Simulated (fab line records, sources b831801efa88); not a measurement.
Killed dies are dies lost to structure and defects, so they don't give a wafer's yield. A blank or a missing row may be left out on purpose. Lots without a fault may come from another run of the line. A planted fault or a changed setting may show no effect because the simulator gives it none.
One fault seen from 2 desks | flow gf180mcu | each desk has only its own numbers; what lay behind them comes last

THE TOOL OWNER'S DESK: pvd_sputter-02
The tool's own readings at GF_M1_SPUTTER_04 (material TiN, target thk 50 nm, time 41.7 s): means of the sampled wafers that have a number, for each lot that ran on this tool. A lot is out of limits, marked OUT, if its mean lies more than 4 standard deviations from the usual mean; the brackets give that distance.
Columns: A = throttle_valve_pct at GF_M1_SPUTTER_04, usual 30.1 %
lot  | first seen here | A
L325 | day 16 19:38    | 30.9
L326 | day 17 06:11    | 31.3
This desk's finding: nothing out of limits on any of the 2 lots.

THE METROLOGY DESK
What the gauges read, lot by lot, whatever tool the lot ran on: means of the sampled wafers that have a number. A lot is out of limits, marked OUT, if its mean lies more than 4 standard deviations from the usual mean; the brackets give that distance. Of its 9 readings 7 are shown: those that lie furthest out on some lot.
Columns: A = CONTACT_W_RS at GF_CONTACT_RS_MEAS_25, usual 0.384 ohm/sq; B = CONTACT_W_THK at GF_CONTACT_THK_MEAS_26, usual 300.8 nm; C = M1_ALCU_THK at GF_M1_THK_MEAS_06, usual 447 nm; D = cd_nm at GF_M1_CD_MEAS_14, usual 229.7 nm; E = M1_OVL at GF_M1_OVL_MEAS_15, usual -3 nm; F = V1_CVD_00_THK at GF_V1_THK_MEAS_01, usual 601 nm; G = V1_BOW at GF_V1_BOW_MEAS_05, usual 84 um
lot  | first seen here | A     | B     | C   | D     | E   | F   | G
L324 | day 16 13:19    | 0.387 | 299.1 | 440 | 228.9 | -5  | 597 | 84
L325 | day 16 18:59    | 0.381 | 304.2 | 443 | 229.4 | 1   | 605 | 81
L326 | day 17 05:33    | 0.382 | 302.4 | 429 | 229.0 | -3  | 595 | 93
L339 | day 21 23:54    | 0.385 | 298.3 | 450 | 231.1 | -12 | 612 | 77
L340 | day 22 09:01    | 0.379 | 302.1 | 439 | 228.7 | -2  | 600 | 83
This desk's finding: nothing out of limits on any of the 5 lots.

PUT TOGETHER
The tool owner's desk saw nothing out of limits.
The metrology desk saw nothing out of limits.

WHAT THE SIMULATOR HAD PUT IN
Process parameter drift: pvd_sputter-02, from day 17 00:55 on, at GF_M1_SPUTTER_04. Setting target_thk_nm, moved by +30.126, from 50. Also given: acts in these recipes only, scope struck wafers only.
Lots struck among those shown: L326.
